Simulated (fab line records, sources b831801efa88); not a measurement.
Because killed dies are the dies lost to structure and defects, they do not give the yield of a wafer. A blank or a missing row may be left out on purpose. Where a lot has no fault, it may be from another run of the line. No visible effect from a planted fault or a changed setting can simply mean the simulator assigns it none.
Which of the tools did it?    flow sky130    13 lots with 39 wafers sampled at 5 steps, on a route of 708 steps

== WHAT EACH GAUGE READ, for each wafer ==
SKY_VT_ADJUST_HVTR_TW_MEAS_11.
lot   measured      on             VT_ADJUST_HVTR_TW
L738  day 9 11:44   film_metro-03  207.7 207.2 207.7
L739  day 9 15:37   film_metro-04  215.4 213.9 215.5
L740  day 10 01:03  film_metro-03  209.6 209.2 210.0
L743  day 10 23:17  film_metro-03  209.8 209.4 209.1
L744  day 11 04:46  film_metro-03  208.4 206.9 208.4
L746  day 11 23:06  film_metro-02  211.3 212.7 213.1
L749  day 12 19:37  film_metro-03  164.1 165.2 164.0
L752  day 13 20:13  film_metro-04  168.5 168.3 168.6
L756  day 14 23:58  film_metro-04  213.8 212.6 212.0
L758  day 15 21:52  film_metro-04  213.8 214.2 212.4
L759  day 16 05:33  film_metro-04  213.9 213.9 213.5
L760  day 16 15:20  film_metro-02  210.8 211.9 211.3
L761  day 16 17:10  film_metro-03  209.0 208.7 208.1

SKY_SD_N_TW_MEAS_12.
lot   measured      on             SD_N_TW
L738  day 27 12:32  film_metro-01  3891 3912 3906
L739  day 27 23:28  film_metro-01  3927 3910 3912
L740  day 29 09:54  film_metro-01  3946 3943 3963
L743  day 29 12:49  film_metro-04  4000 4012 4010
L744  day 29 21:25  film_metro-04  4031 4035 4028
L746  day 30 19:49  film_metro-04  4037 4056 4058
L749  day 31 14:01  film_metro-01  3956 3944 3938
L752  day 32 16:26  film_metro-04  3990 3999 4022
L756  day 33 18:18  film_metro-02  3943 3956 3961
L758  day 34 14:55  film_metro-01  3919 3932 3928
L759  day 34 21:28  film_metro-04  3988 3997 3985
L760  day 36 12:36  film_metro-01  3937 3931 3935
L761  day 36 10:47  film_metro-02  3995 4005 4001

SKY_LI_CONTACT_CD_MEAS_12: target cd 170 nm.
lot   measured      on         cd_nm (nm)
L738  day 28 18:26  cd_sem-02  169.3 170.8 169.5
L739  day 29 04:43  cd_sem-02  170.3 170.8 169.7
L740  day 30 14:35  cd_sem-02  167.7 168.7 171.1
L743  day 30 17:29  cd_sem-01  167.9 169.0 169.5
L744  day 31 02:13  cd_sem-02  169.4 169.8 169.3
L746  day 32 00:51  cd_sem-02  165.5 166.4 165.0
L749  day 32 17:47  cd_sem-02  172.8 172.3 172.3
L752  day 33 20:28  cd_sem-02  169.6 170.7 170.0
L756  day 34 21:53  cd_sem-02  171.7 169.6 171.4
L758  day 35 18:38  cd_sem-01  167.3 167.3 168.9
L759  day 36 01:07  cd_sem-02  168.2 169.0 168.5
L760  day 37 15:59  cd_sem-02  172.1 172.0 171.7
L761  day 37 13:37  cd_sem-01  171.7 170.8 172.5

SKY_LOCAL_INTERCONNECT_CD_MEAS_11: target cd 170 nm.
lot   measured      on         cd_nm (nm)
L738  day 29 23:59  cd_sem-02  170.1 171.0 170.0
L739  day 30 10:13  cd_sem-01  171.3 171.8 172.1
L740  day 31 19:07  cd_sem-02  170.7 172.9 172.5
L743  day 31 22:58  cd_sem-02  169.8 170.4 170.9
L744  day 32 07:19  cd_sem-02  172.4 170.9 171.7
L746  day 33 04:53  cd_sem-01  173.3 173.3 173.0
L749  day 33 21:55  cd_sem-02  171.1 171.0 171.4
L752  day 35 00:35  cd_sem-02  169.1 167.4 167.1
L756  day 36 02:10  cd_sem-02  167.9 167.6 167.7
L758  day 36 21:41  cd_sem-02  171.1 172.6 170.9
L759  day 37 04:46  cd_sem-02  170.0 170.1 171.8
L760  day 38 19:08  cd_sem-02  172.4 171.4 171.0
L761  day 38 16:43  cd_sem-02  168.4 168.2 168.9

== EACH LOT AND THE TOOL THAT RAN IT (in order: tool; ch and the chambers of the sampled wafers; start) ==
lot   SKY_VT_ADJUST_HVTR_IMPLANT_09
L738  implanter-04 ch 0, day 9 11:31
L739  implanter-02 ch 0, day 9 15:23
L740  implanter-04 ch 0, day 10 00:48
L743  implanter-04 ch 0, day 10 23:02
L744  implanter-01 ch 0, day 11 04:32
L746  implanter-02 ch 0, day 11 22:51
L749  implanter-02 ch 0, day 12 19:22
L752  implanter-02 ch 0, day 13 19:59
L756  implanter-04 ch 0, day 14 23:44
L758  implanter-01 ch 0, day 15 21:39
L759  implanter-04 ch 0, day 16 05:19
L760  implanter-04 ch 0, day 16 15:07
L761  implanter-01 ch 0, day 16 16:55
- SKY_VT_ADJUST_HVTR_IMPLANT_09

== WHAT THE TOOLS THEMSELVES READ (means of the sampled wafers that have a number; where no wafer has one, the mark that the record gives instead) ==
SKY_VT_ADJUST_HVTR_IMPLANT_09.
lot   tool          beam_on_s (s)  dose_ions_cm2  faraday_current_uA
L738  implanter-04  9.87           2.0993e+12     11.96
L739  implanter-02  9.93           2.1006e+12     11.92
L740  implanter-04  9.94           2.0991e+12     11.91
L743  implanter-04  9.97           2.0997e+12     11.85
L744  implanter-01  10.04          2.1004e+12     11.81
L746  implanter-02  10.07          2.1000e+12     11.78
L749  implanter-02  9.83           8.8597e+11     5.08
L752  implanter-02  9.84           8.8600e+11     5.06
L756  implanter-04  10.00          2.0999e+12     11.89
L758  implanter-01  9.87           2.1009e+12     12.02
L759  implanter-04  9.98           2.0957e+12     11.88
L760  implanter-04  9.95           2.0999e+12     11.87
L761  implanter-01  9.89           2.1004e+12     11.98

== THE ANSWER, worked out from the rows above alone ==
Rule: what is usual is taken from the lots themselves. Put in order of their means at a reading, lots are off if they are a third of the lots or fewer, leave a main group of 4 or more, and stand apart from it by a gap of 3 or more times the standard deviation of the main group's means; of several such gaps the widest counts. A main group whose means are all the same, to the digits that the tables above print for the reading, isn't used. Also off: a lot with no number at a reading for which 4 or more lots have one. Where the step has rows for the other lots, those lots are counted as sound. Order of review: gauges by route order, followed by the tools' own readings, for which a lot's mean as printed above is used. At the first step where some lot is off, the reading lying furthest off is the one used; lots without a number count as furthest.
Off: L749, L752, seen at SKY_VT_ADJUST_HVTR_TW_MEAS_11 (VT_ADJUST_HVTR_TW). Main group: mean 211.1, sd 2.5.
If a tool, at a process step before that reading, ran all the lots that are off and no sound lot after the first of them, it fits. The gauges at SKY_VT_ADJUST_HVTR_TW_MEAS_11 aren't tried: what is off there is off at SKY_VT_ADJUST_HVTR_IMPLANT_09 too, on other tools, and a gauge's error can't cause that. One fits: implanter-02 at SKY_VT_ADJUST_HVTR_IMPLANT_09. A fault onset in the window from L746 (day 11 22:51, its last sound lot) to L749 (day 12 19:22, its first lot off) fits.
The tool's own readings at SKY_VT_ADJUST_HVTR_IMPLANT_09 bear it out: on the lots that are off they differ by more than 5 times the standard deviation of the sound lots' means. dose_ions_cm2 reads 8.8598e+11 there against 2.0996e+12 on the sound lots; faraday_current_uA reads 5.07 there against 11.90 on the sound lots.

== WHAT HAD BEEN PUT IN BY THE SIMULATOR ==
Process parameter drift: implanter-02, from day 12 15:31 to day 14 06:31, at SKY_VT_ADJUST_HVTR_IMPLANT_09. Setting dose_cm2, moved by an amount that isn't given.
Struck lots among those shown: L749, L752. Same finding as the rule above.
